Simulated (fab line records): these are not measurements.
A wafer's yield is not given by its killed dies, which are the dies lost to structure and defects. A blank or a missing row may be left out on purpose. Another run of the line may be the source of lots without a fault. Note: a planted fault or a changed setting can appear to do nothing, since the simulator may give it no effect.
A lot that was struck, set against a sound lot    flow sky130    35 steps out of a route of 708
Sound: wafers L766.3, L766.4, L766.5. Struck: wafers L754.3, L754.5, L754.6. Last of all comes the cause.
Order at every step that has rows: each side's tool, ch and its chambers, its first start. Under that, the readings that differ: sound wafers    struck wafers    difference of the means    sigmas: that difference in standard deviations of wafers without a fault.
alike: same words and numbers on both sides, and readings whose means sit less than 2 such deviations apart. not compared: any withheld reading, any reading some wafer has no value for, any bound like >300 that may hide the same value, and any number with overlapping values for which the record gives no deviation.
The two part at a step that has a row with sigmas, a row that says differs or no value, or rows on one side only. Numbers that don't overlap but have no deviation are shown without sigmas and don't part them. A reading missing from all wafers of one side parts the sides only when that side holds two or more wafers.

first, 10 steps without rows for these wafers: SKY_GATE_OXIDE_COAT_05 (resist thk 1140 nm); SKY_GATE_OXIDE_SOFTBAKE_06 (time 60 s); SKY_GATE_OXIDE_EXPOSE_07 (exposes mask LVOM, target cd 600 nm); SKY_GATE_OXIDE_PEB_08; SKY_GATE_OXIDE_DEVELOP_09 (develop time 60 s); SKY_GATE_OXIDE_IMPLANT_11; SKY_GATE_OXIDE_WET_ETCH_12 (etches SiO2 in dHF, target depth 16.8 nm, time 336 s); SKY_GATE_OXIDE_STRIP_13 (strips in O2/N2); SKY_GATE_OXIDE_CLEAN_15 (cleans in SC1/SC2, time 150 s); SKY_GATE_OXIDE_OXIDATION_16 (stabilise 600 s, purge 300 s, target thk 3.57 nm).
SKY_POLY_GATE_CVD_00: deposits poly-Si, target thk 180 nm, time 720 s.
  sound on lpcvd-01 ch 0, day 20 13:56; struck on lpcvd-01 ch 0, day 16 08:16
reading                                       sound              struck             difference  sigmas
spikeTcCentreC (C)                            620.9 620.1 620.5  584.7 586.7 584.7  -35.1       -32
spikeTcLowerC (C)                             621.0 621.6 622.8  626.7 625.2 627.8  +4.8        +4
spikeTcUpperC (C)                             620.0 619.0 619.6  623.8 624.6 623.1  +4.3        +5
zonePowerCentrePct (%)                        9.04 9.02 8.90     2.94 3.00 2.94     -6.03       -26
zonePowerLowerPct (%)                         9.0 9.3 9.2        12.6 12.3 12.3     +3.2        +5
zonePowerUpperPct (%)                         8.8 8.9 9.0        11.9 12.1 12.0     +3.1        +8
model.poly-Si_of_POLY_GATE_CVD_00.thkNm (nm)  179.8 180.3 180.2  124.8 126.8 132.8  -52.0       
SKY_POLY_GATE_THK_MEAS_01:
  sound: filmMetro-01 at day 20 15:10; struck: filmMetro-03 at day 16 09:46
reading                    sound              struck             difference  sigmas
POLY_GATE_CVD_00_THK (nm)  179.8 180.5 180.3  124.8 126.7 132.8  -52.1       -37
  not compared: hold
then, 8 steps without rows for these wafers: SKY_RES_PROTECT_HMDS_01 (prime time 60 s); SKY_RES_PROTECT_COAT_02 (resist thk 1140 nm); SKY_RES_PROTECT_SOFTBAKE_03 (time 60 s); SKY_RES_PROTECT_EXPOSE_04 (exposes mask RPM, target cd 1270 nm); SKY_RES_PROTECT_PEB_05; SKY_RES_PROTECT_DEVELOP_06 (develop time 60 s); SKY_POLY_GATE_IMPLANT_02; SKY_RES_PROTECT_STRIP_07 (strips in O2/N2).
SKY_RES_PROTECT_CLEAN_09: cleans in SC1/SC2, time 150 s.
  sound on wetBench-03 ch 3, day 21 22:17; struck on wetBench-01 ch 1, day 17 14:22
reading                                       sound              struck             difference  sigmas
model.poly-Si_of_POLY_GATE_CVD_00.thkNm (nm)  179.1 179.7 179.6  124.1 126.2 132.2  -52.0       
  alike: bathHeatDutyPct
then, 11 steps without rows for these wafers: SKY_POLY_GATE_CVD_03 (deposits Si3N4 from DCS/NH3, target thk 75 nm, time 1290 s); SKY_POLY_GATE_DEHYDRATE_05 (time 60 s); SKY_POLY_GATE_HMDS_06 (prime time 60 s); SKY_POLY_GATE_COAT_07 (resist thk 110 nm); SKY_POLY_GATE_COAT_08 (resist thk 450 nm); SKY_POLY_GATE_SOFTBAKE_09 (time 90 s); SKY_POLY_GATE_EXPOSE_10 (exposes mask P1M, target cd 150 nm); SKY_POLY_GATE_PEB_11; SKY_POLY_GATE_DEVELOP_12 (develop time 60 s); SKY_POLY_GATE_ETCH_15 (etches BARC in N2/H2, stops on SiO2, time 118.5 s, target depth 110 nm); SKY_POLY_GATE_ETCH_16 (etches Si3N4 in CH3F/O2, stops on poly-Si, time 147.5 s, target depth 75 nm).
SKY_POLY_GATE_ETCH_17: etches poly-Si in HBr/Cl2, stops on SiO2, target depth 180 nm, time 70.5 s.
  sound on rieSi-02 ch 0,2,3, day 23 07:05; struck on rieSi-01 ch 1,2,3, day 18 23:28
reading                              sound              struck             difference  sigmas
oesProductAu (a.u.)                  0.972 0.994 0.993  0.775 0.779 0.812  -0.198      -25
model.etch.depthNm (nm)              176.3 179.7 179.6  124.1 126.2 132.2  -51.0       
model.POLY_GATE.featureDepthNm (nm)  176.3 179.7 179.6  124.1 126.2 132.2  -51.0       
  alike: drypumpMotorCurrentA, mfcCl2Sccm, throttleValvePct
  not compared: rfHoursCounterH
then, 1 step without rows for these wafers: SKY_POLY_GATE_STRIP_18 (strips in O2/N2).
-- the record jumps here: 29 days lie between the struck wafers' starts before and after (it left off in module POLY_GATE and takes up again in module PAD_OPEN, whose first step shown is number 708 of the route) --
SKY_PAD_OPEN_PROBE_99:
  sound: prober-02 at day 50 05:43; struck: prober-02 at day 47 16:09
reading                           sound               struck             difference  sigmas
killedShort                       31 30 26            47 40 39           +13         +2
model.etest.resHighPo.lineOhmUm   752.7 759.1 767.3   1015 1007 985.7    +243        
model.etest.resPoly.lineOhmUm     534 519.8 551       741 706.2 686.3    +176        
model.etest.tipSonos.rsOhmSq      2769 2748 2798      2515 2558 2555     -229        
model.etest.resHighPo.rsOhmSq     262.6 263.4 261     351.6 352.8 340.6  +86.0       
model.etest.resPoly.rsOhmSq       48.12 48.97 48.39   67.73 67.19 64.07  +17.84      
model.etest.capLiToPoly.cAfUm2    97.9 98.34 99.28    86.42 86.73 86.52  -11.95      
model.etest.tipN.rsOhmSq          439.4 438.4 439.7   431.7 434.6 435.4  -5.3        
model.etest.resPoly.rsOhmSqRange  1.007 1.362 0.8867  1.774 1.918 1.536  +0.657      
  alike: killed_at_M0_to_M3, killed_at_M4_up, killedAtContacts, killedAtFrontEnd, killedAtOther, killedDies, killedOpen

WHERE THEY PART
At SKY_POLY_GATE_CVD_00 first; at SKY_PAD_OPEN_PROBE_99 last (within this record only).

WHY: whatever the simulator had introduced
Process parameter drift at SKY_POLY_GATE_CVD_00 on lpcvd-01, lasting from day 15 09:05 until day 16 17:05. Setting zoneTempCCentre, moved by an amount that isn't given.
